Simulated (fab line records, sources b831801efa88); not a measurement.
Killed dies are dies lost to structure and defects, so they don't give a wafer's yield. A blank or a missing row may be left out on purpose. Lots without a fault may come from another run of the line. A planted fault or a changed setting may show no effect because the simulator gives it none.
fab line records | flow sky130
record lots=15 wafers=45 last_day=51
route steps=708 shown SONOS_ONO@182 POLY_GATE@228 LDD_N@253 LDD_P@265
lots that met no fault: from a run of the same line without faults
start_h: hours from the record's first day to the start of the lot's first wafer shown | wait_h: hours since the lot's step before | " the same as in the row above | L1.1+2: a row that stands for several wafers | - no value, or no start given | * or withheld: withheld | < > ~ a bound
route shown NAME@n: a module of which the file shows steps, and the number in the route of the first | usual: mean/standard deviation of fault-free wafers | same: alike in all rows | chamber/n: place in a boat | sites: the reading at each site | _std_site: their standard deviation | _edge_site: outer sites' mean less inner sites' | radius_mm: how far each site lies from the wafer's centre | mask NAME#n: copy n | behind: the tool/chamber that last shaped the wafer | hold: why the lot was held/for how many hours/how that ended | device: the transistor (n, p or np) that didn't switch | end of line: the same wafers' tests at the end of the route | a step without rows: its recipe alone | killed: dies lost to structure and defects at the first sort, not the wafer's yield | map: a wafer's dies, x killed, . not, _ none there
set.NAME: the setting as run; set.NAME@STEP: as run at that earlier step | model.NAME: the simulator's own value behind a step, which no gauge read
steps of the route over a sample of lots; a table a step, a row a wafer
services: from which hour (start_h, from the record's first day; less than 0 if before it) a tool's chamber was out of use, for how many hours, and why
## steps
# step SKY_SONOS_ONO_OVL_MEAS_14
# usual SONOS_ONO_OVL=0.4/1.5
# columns lot.wafer tool chamber start_h wait_h SONOS_ONO_OVL[nm]
L267.1 overlay-01 - 296.85 0.1 2.1
L267.3 " - " " 2.0
L267.4 " - " " -1.5
L269.1 overlay-02 - 314.23 0.1 0.4
L269.2 " - " " 1.1
L269.4 " - " " -0.3
L270.4 overlay-01 - 318.60 0.1 -1.4
L270.5 " - " " -0.3
L270.6 " - " " -0.4
L271.1 overlay-02 - 335.35 0.1 0.1
L271.3 " - " " -2.2
L271.6 " - " " 0.1
L272.3 overlay-01 - 339.07 0.1 3.0
L272.5 " - " " 1.0
L272.6 " - " " 2.5
L274.1 overlay-01 - 346.05 0.1 2.3
L274.2 " - " " 2.2
L274.3 " - " " 2.3
L275.2 overlay-01 - 364.56 0.1 -0.9
L275.5 " - " " -1.1
L275.6 " - " " 0.0
L280.3 overlay-02 - 401.27 0.1 -0.7
L280.4 " - " " 0.7
L280.6 " - " " 1.1
L279.1 overlay-01 - 401.83 0.1 3.3
L279.4 " - " " 2.0
L279.5 " - " " 1.0
L281.3 overlay-02 - 402.37 0.1 1.3
L281.4 " - " " 1.8
L281.5 " - " " 0.4
L284.1 overlay-02 - 430.90 0.1 -2.2
L284.3 " - " " -2.6
L284.6 " - " " -2.6
L285.1 overlay-02 - 435.60 0.1 0.9
L285.5 " - " " 0.1
L285.6 " - " " -0.7
L286.2 overlay-02 - 439.48 0.1 0.3
L286.3 " - " " -0.6
L286.4 " - " " 0.2
L289.1 overlay-02 - 466.75 0.1 0.5
L289.4 " - " " 2.5
L289.6 " - " " 1.8
L290.1 overlay-02 - 486.25 0.1 0.4
L290.3 " - " " 0.9
L290.4 " - " " -0.6
# step SKY_POLY_GATE_OVL_MEAS_14
# usual POLY_GATE_OVL=1/5.7
# columns lot.wafer tool chamber start_h wait_h POLY_GATE_OVL[nm]
L267.1 overlay-02 - 389.84 0.1 -9
L267.3 " - " " 1
L267.4 " - " " -7
L269.1 overlay-02 - 408.68 0.1 1
L269.2 " - " " 0
L269.4 " - " " 2
L270.4 overlay-01 - 412.37 0.1 10
L270.5 " - " " 5
L270.6 " - " " -2
L271.1 overlay-02 - 431.92 0.1 -8
L271.3 " - " " -14
L271.6 " - " " -7
L272.3 overlay-02 - 438.02 0.1 -4
L272.5 " - " " 0
L272.6 " - " " 0
L274.1 overlay-02 - 443.43 0.1 1
L274.2 " - " " 4
L274.3 " - " " 1
L275.2 overlay-01 - 466.38 0.1 2
L275.5 " - " " 5
L275.6 " - " " 10
L280.3 overlay-01 - 500.25 0.1 9
L280.4 " - " " 1
L280.6 " - " " 3
L279.1 overlay-01 - 504.09 0.1 -5
L279.4 " - " " 2
L279.5 " - " " 13
L281.3 overlay-01 - 504.75 0.1 -1
L281.4 " - " " -3
L281.5 " - " " 3
L284.1 overlay-01 - 530.18 0.1 3
L284.3 " - " " 3
L284.6 " - " " -2
L285.1 overlay-01 - 535.05 0.1 -2
L285.5 " - " " -2
L285.6 " - " " 3
L286.2 overlay-01 - 538.60 0.1 -5
L286.3 " - " " -8
L286.4 " - " " -4
L289.1 overlay-02 - 566.63 0.1 3
L289.4 " - " " 5
L289.6 " - " " 0
L290.1 overlay-02 - 583.39 0.1 5
L290.3 " - " " 6
L290.4 " - " " 3
# step SKY_POLY_GATE_ETCH_17
# recipe target_depth_nm=180 stop_on=SiO2 over_etch_frac=0.56667 chemistry=HBr/Cl2 target=poly-Si icp_w=400 bias_w=100 pressure_mtorr=10 HBr_flow_sccm=150 Cl2_flow_sccm=50 time_s=70.5
# usual drypump_motor_current_A=5.8/0.46 oes_product_au=0.984/0.0072 rf_fwd_power_W=396.8/1.4 throttle_valve_pct=33.683/0.0089
# same time_s=70.5
# columns lot.wafer tool chamber start_h wait_h drypump_motor_current_A oes_product_au rf_fwd_power_W rf_hours_counter_h throttle_valve_pct
L267.1 rie_si-01 3 390.06 0.0 6.4 0.992 396.9 4 33.674
L267.3 " 1 " " 5.4 0.999 397.8 2 33.686
L267.4 " 2 " " 6.2 0.976 396.3 2 33.684
L269.1 rie_si-01 1 408.90 0.0 5.4 0.982 397.3 2 33.684
L269.2 " 0 " " 5.8 0.969 395.4 1 33.690
L269.4 " 3 " " 6.4 0.982 399.2 4 33.683
L270.4 rie_si-02 1 412.57 0.0 5.8 0.990 397.8 21 33.673
L270.5 " 1 " " 5.9 0.981 396.9 - 33.682
L270.6 " 2 " " 4.9 0.979 396.7 - 33.689
L271.1 rie_si-01 0 432.14 0.0 5.8 0.982 398.1 1 33.696
L271.3 " 2 " " 6.2 0.985 396.3 3 33.679
L271.6 " 2 " " 6.2 0.983 397.0 - 33.680
L272.3 rie_si-01 2 438.22 0.0 6.2 0.982 397.5 3 33.672
L272.5 " 0 " " 5.8 0.984 394.9 - 33.685
L272.6 " 3 " " 6.4 0.989 397.6 - 33.684
L274.1 rie_si-02 2 443.65 0.0 4.9 0.983 396.9 1 33.677
L274.2 " 3 " " 6.0 0.996 396.0 3 33.688
L274.3 " 1 " " 5.9 0.994 397.0 21 33.689
L275.2 rie_si-01 3 466.60 0.0 6.4 0.993 397.0 4 33.685
L275.5 " 0 " " 5.8 0.978 395.3 - 33.689
L275.6 " 1 " " 5.4 0.992 398.5 - 33.669
L280.3 rie_si-02 1 500.46 0.0 5.8 0.986 397.8 22 33.694
L280.4 " 3 " " 6.0 0.991 397.7 3 33.695
L280.6 " 3 " " 6.0 0.978 394.1 - 33.681
L279.1 rie_si-01 0 504.31 0.0 5.8 0.962 399.4 2 33.691
L279.4 " 1 " " 5.4 0.974 399.2 3 33.674
L279.5 " 2 " " 6.2 0.983 397.7 - 33.667
L281.3 rie_si-02 3 504.96 0.0 6.0 0.984 394.9 3 33.691
L281.4 " 0 " " 5.4 0.978 395.1 8 33.684
L281.5 " 3 " " 5.9 0.980 394.8 - 33.689
L284.1 rie_si-01 2 530.39 0.0 6.2 0.977 398.1 3 33.690
L284.3 " 3 " " 6.4 0.985 396.2 5 33.687
L284.6 " 2 " " 6.2 0.992 396.7 - 33.692
L285.1 rie_si-02 2 535.27 0.0 4.9 0.980 395.5 2 33.689
L285.5 " 1 " " 5.8 1.001 398.3 - 33.694
L285.6 " 0 " " 5.4 0.973 395.3 - 33.678
L286.2 rie_si-01 2 538.81 0.0 6.2 0.982 397.8 3 33.683
L286.3 " 3 " " 6.4 0.986 396.5 5 33.672
L286.4 " 1 " " 5.4 0.982 397.9 - 33.689
L289.1 rie_si-02 1 566.84 0.0 5.8 0.997 396.5 22 33.683
L289.4 " 0 " " 5.4 0.973 396.3 8 33.690
L289.6 " 1 " " 5.9 0.992 394.6 - 33.663
L290.1 rie_si-01 3 583.61 0.0 6.4 0.994 396.1 5 33.695
L290.3 " 2 " " 6.2 0.987 395.7 4 33.695
L290.4 " 1 " " 5.4 0.997 397.9 3 33.682
# step SKY_LDD_N_STRIP_16
# recipe chemistry=O2/N2 power_w=1400 pressure_mtorr=1500 platen_temp_c=withheld o2_flow_sccm=3000 n2_flow_sccm=300 overash_fraction=0.5
# usual chamber_pressure_mTorr=1500/3.3 drypump_motor_current_A=5.8/0.48 oes_product_au=0.406/0.0047 strip_time_to_endpoint_s=4.317/0.012
# columns lot.wafer tool chamber start_h wait_h chamber_pressure_mTorr drypump_motor_current_A oes_product_au rf_hours_counter_h strip_time_to_endpoint_s
L267.1 plasma_asher-03 0 423.49 0.1 1500 6.0 0.402 61 4.322
L267.3 " 0 " " 1500 6.0 0.406 - 4.307
L267.4 " 1 " " 1499 6.1 0.414 - 4.321
L269.1 plasma_asher-02 1 442.98 0.1 1501 5.2 0.403 34 4.329
L269.2 " 0 " " 1501 5.2 0.412 34 4.330
L269.4 " 0 " " 1502 5.2 0.403 - 4.335
L270.4 plasma_asher-02 0 446.93 0.1 1499 5.3 0.408 - 4.298
L270.5 " 1 " " 1503 5.2 0.410 - 4.318
L270.6 " 0 " " 1500 5.2 0.399 - 4.321
L271.1 plasma_asher-04 0 466.54 0.1 1499 6.4 0.398 4 4.305
L271.3 " 0 " " 1502 6.3 0.404 - 4.324
L271.6 " 1 " " 1499 6.0 0.407 - 4.319
L272.3 plasma_asher-03 0 472.43 0.1 1496 6.1 0.398 - 4.326
L272.5 " 0 " " 1498 6.0 0.398 - 4.340
L272.6 " 1 " " 1500 6.1 0.406 - 4.309
L274.1 plasma_asher-03 0 477.92 0.1 1499 6.0 0.406 67 4.311
L274.2 " 1 " " 1499 6.1 0.397 67 4.318
L274.3 " 0 " " 1501 6.1 0.403 - 4.320
L275.2 plasma_asher-02 0 500.34 0.1 1500 5.2 0.409 38 4.318
L275.5 " 0 " " 1502 5.2 0.400 - 4.298
L275.6 " 1 " " 1501 5.2 0.410 - 4.318
L280.3 plasma_asher-04 0 534.65 0.1 1498 6.4 0.411 - 4.321
L280.4 " 1 " " 1501 6.0 0.400 - 4.318
L280.6 " 1 " " 1498 6.0 0.408 - 4.309
L279.1 plasma_asher-04 1 538.29 0.1 1499 6.1 0.409 11 4.314
L279.4 " 1 " " 1500 6.1 0.402 - 4.314
L279.5 " 1 " " 1501 6.1 0.402 - 4.306
L281.3 plasma_asher-02 0 538.80 0.1 1499 5.2 0.404 - 4.330
L281.4 " 1 " " 1502 5.2 0.409 - 4.325
L281.5 " 1 " " 1501 5.2 0.406 - 4.341
L284.1 plasma_asher-03 0 562.84 0.1 - - - - -
L284.3 " 1 " " - - - - -
L284.6 " 0 " " - - - - -
L285.1 plasma_asher-02 1 567.39 0.1 - - - - -
L285.5 " 0 " " - - - - -
L285.6 " 1 " " - - - - -
L286.2 plasma_asher-03 0 571.44 0.1 - - - - -
L286.3 " 1 " " - - - - -
L286.4 " 0 " " - - - - -
L289.1 plasma_asher-04 0 598.77 0.2 1497 6.4 0.409 18 4.317
L289.4 " 1 " " 1500 6.0 0.411 - 4.304
L289.6 " 1 " " 1500 6.1 0.402 - 4.324
L290.1 plasma_asher-02 0 617.17 0.1 1499 5.1 0.399 51 4.281
L290.3 " 0 " " 1499 5.2 0.408 - 4.295
L290.4 " 1 " " 1500 5.2 0.408 - 4.307
# step SKY_LDD_P_STRIP_10
# recipe chemistry=O2/N2 power_w=1400 pressure_mtorr=1500 platen_temp_c=withheld o2_flow_sccm=3000 n2_flow_sccm=300 overash_fraction=0.5
# usual chamber_pressure_mTorr=1500.0/1.3 drypump_motor_current_A=5.6/0.46 oes_product_au=0.715/0.0044 strip_time_to_endpoint_s=14.17/0.044
# columns lot.wafer tool chamber start_h wait_h chamber_pressure_mTorr drypump_motor_current_A oes_product_au rf_hours_counter_h strip_time_to_endpoint_s
L267.1 plasma_asher-02 1 454.89 0.1 1500.9 5.2 0.721 35 14.15
L267.3 " 1 " " 1499.1 5.2 0.722 - 14.11
L267.4 " 0 " " 1499.5 5.2 0.714 - 14.13
L269.1 plasma_asher-03 1 474.49 0.1 1500.9 6.1 0.708 67 14.17
L269.2 " 0 " " 1499.9 6.1 0.711 67 14.20
L269.4 " 0 " " 1499.5 6.1 0.722 - 14.20
L270.4 plasma_asher-02 1 478.21 0.1 1502.3 5.2 0.719 - 14.14
L270.5 " 0 " " 1498.6 5.2 0.710 - 14.21
L270.6 " 1 " " 1498.7 5.2 0.712 - 14.15
L271.1 plasma_asher-02 0 497.56 0.1 1500.4 5.2 0.713 38 14.14
L271.3 " 0 " " 1499.6 5.2 0.712 - 14.12
L271.6 " 1 " " 1501.0 5.2 0.711 - 14.10
L272.3 plasma_asher-03 0 503.04 0.1 1499.0 6.0 0.721 - 14.12
L272.5 " 1 " " 1499.8 6.1 0.709 - 14.15
L272.6 " 0 " " 1502.8 6.0 0.718 - 14.09
L274.1 plasma_asher-01 1 509.14 0.1 1501.9 6.4 0.720 67 14.13
L274.2 " 0 " " 1497.4 5.3 0.713 67 14.18
L274.3 " 1 " " 1501.1 6.4 0.713 - 14.15
L275.2 plasma_asher-02 0 530.66 0.1 1500.3 5.2 0.718 41 14.10
L275.5 " 0 " " 1500.2 5.2 0.715 - 14.14
L275.6 " 1 " " 1500.8 5.2 0.716 - 14.14
L280.3 plasma_asher-02 0 564.30 0.1 1500.2 5.2 0.708 - 14.16
L280.4 " 1 " " 1499.1 5.2 0.710 - 14.18
L280.6 " 1 " " 1500.0 5.2 0.708 - 14.18
L279.1 plasma_asher-03 0 568.81 0.1 1499.6 6.0 0.713 76 14.28
L279.4 " 0 " " 1499.9 6.1 0.721 - 14.25
L279.5 " 0 " " 1500.7 6.1 0.718 - 14.24
L281.3 plasma_asher-02 0 569.32 0.1 1499.8 5.2 0.712 - 14.17
L281.4 " 1 " " 1499.7 5.2 0.716 - 14.19
L281.5 " 0 " " 1498.0 5.2 0.714 - 14.20
L284.1 plasma_asher-03 0 592.83 0.1 1500.7 6.1 0.714 79 18.70
L284.3 " 1 " " 1498.9 6.1 0.720 - 18.70
L284.6 " 1 " " 1501.2 6.1 0.720 - 18.71
L285.1 plasma_asher-02 0 597.28 0.2 1500.0 5.2 0.708 48 18.73
L285.5 " 0 " " 1499.1 5.2 0.714 - 18.74
L285.6 " 1 " " 1498.9 5.2 0.710 - 18.72
L286.2 plasma_asher-02 1 601.33 0.1 1500.0 5.2 0.721 49 18.73
L286.3 " 1 " " 1498.7 5.2 0.721 - 18.75
L286.4 " 0 " " 1501.2 5.2 0.716 - 18.72
L289.1 plasma_asher-01 1 628.29 0.1 1499.1 6.3 0.713 77 14.17
L289.4 " 0 " " 1499.3 5.2 0.709 - 14.22
L289.6 " 0 " " 1498.4 5.3 0.713 - 14.13
L290.1 plasma_asher-03 1 646.61 0.1 1500.8 6.1 0.720 83 14.23
L290.3 " 0 " " 1501.9 6.1 0.712 - 14.23
L290.4 " 1 " " 1499.7 6.1 0.713 - 14.20
# step SKY_LDD_P_TW_MEAS_11
# usual LDD_P_TW=632/6.5
# columns lot.wafer tool chamber start_h wait_h LDD_P_TW
L267.1 film_metro-01 - 454.99 0.1 612
L267.3 " - " " 617
L267.4 " - " " 617
L269.1 film_metro-01 - 474.59 0.1 621
L269.2 " - " " 620
L269.4 " - " " 620
L270.4 film_metro-03 - 478.31 0.1 637
L270.5 " - " " 640
L270.6 " - " " 640
L271.1 film_metro-02 - 497.66 0.1 632
L271.3 " - " " 631
L271.6 " - " " 630
L272.3 film_metro-02 - 503.12 0.1 631
L272.5 " - " " 630
L272.6 " - " " 630
L274.1 film_metro-02 - 509.24 0.1 629
L274.2 " - " " 632
L274.3 " - " " 631
L275.2 film_metro-02 - 530.77 0.1 629
L275.5 " - " " 630
L275.6 " - " " 628
L280.3 film_metro-02 - 564.38 0.1 634
L280.4 " - " " 634
L280.6 " - " " 627
L279.1 film_metro-02 - 568.91 0.1 630
L279.4 " - " " 630
L279.5 " - " " 630
L281.3 film_metro-02 - 569.41 0.1 634
L281.4 " - " " 632
L281.5 " - " " 631
L284.1 film_metro-02 - 592.93 0.1 30
L284.3 " - " " 30
L284.6 " - " " 30
L285.1 film_metro-02 - 597.38 0.1 30
L285.5 " - " " 30
L285.6 " - " " 30
L286.2 film_metro-02 - 601.44 0.1 30
L286.3 " - " " 30
L286.4 " - " " 30
L289.1 film_metro-03 - 628.39 0.1 640
L289.4 " - " " 638
L289.6 " - " " 635
L290.1 film_metro-02 - 646.71 0.1 630
L290.3 " - " " 631
L290.4 " - " " 631
## services
# columns tool chamber start_h hours kind
rie_si-02 3 369.29 27.9 repair
plasma_asher-03 - 376.76 8.6 repair
plasma_asher-04 - 421.25 9.0 pm
plasma_asher-04 0 421.25 9.0 vent_cycle
plasma_asher-02 - 461.76 15.6 pm
plasma_asher-03 - 461.98 0.4 repair
plasma_asher-01 - 482.69 2.3 repair
plasma_asher-04 - 484.92 3.6 repair
rie_si-02 - 505.12 4.3 pm
rie_si-01 0 527.09 13.6 repair
rie_si-01 1 542.77 5.7 repair
plasma_asher-02 - 560.29 1.4 repair
plasma_asher-04 - 570.40 2.8 pm
rie_si-01 3 576.14 4.3 repair
plasma_asher-02 - 577.52 5.0 repair
rie_si-02 - 578.43 0.2 repair
plasma_asher-01 - 587.25 15.6 pm
plasma_asher-03 - 595.12 12.3 repair
plasma_asher-01 - 606.45 4.1 repair
rie_si-02 - 614.93 0.5 repair
rie_si-02 0 618.71 7.8 repair
rie_si-02 1 639.28 - clean
rie_si-02 1 639.28 20.3 scheduled_down
rie_si-02 1 639.28 20.3 vent_cycle
## key
first_sign step=SKY_LDD_N_STRIP_16 reading=tool_record direction=missing
effect step=SKY_LDD_P_STRIP_10 reading=strip_time_to_endpoint_s direction=up sigmas=99+ usual=* struck=*
effect step=SKY_LDD_P_TW_MEAS_11 reading=LDD_P_TW direction=down sigmas=93 usual=632 struck=30
met_at SKY_LDD_N_STRIP_16
struck_lots L284,L285,L286
sort_left_out L284.1,L284.3,L284.6,L285.1,L285.5,L285.6,L286.2,L286.3,L286.4
tester_left_out L284,L285,L286
not_acting_at SKY_SONOS_ONO_OVL_MEAS_14,SKY_POLY_GATE_OVL_MEAS_14,SKY_POLY_GATE_ETCH_17
onset_between 538.80 562.84
fault kind=skipped_step_whole tool=plasma_asher-02,plasma_asher-03 chamber=- onset_h=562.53 steps=SKY_LDD_N_STRIP_16 scope=struck_lots_only
# tester_left_out: of these lots the tester's yield and bins aren't shown, on N5 and GAA mostly nor the transistor test; their killed dies are dies lost to structure and defects alone, not to doping, threshold or leakage, so they don't give the yield
# sort_left_out: the simulated sort isn't trusted on such a fault, so these wafers' sort isn't shown, and their yield isn't known
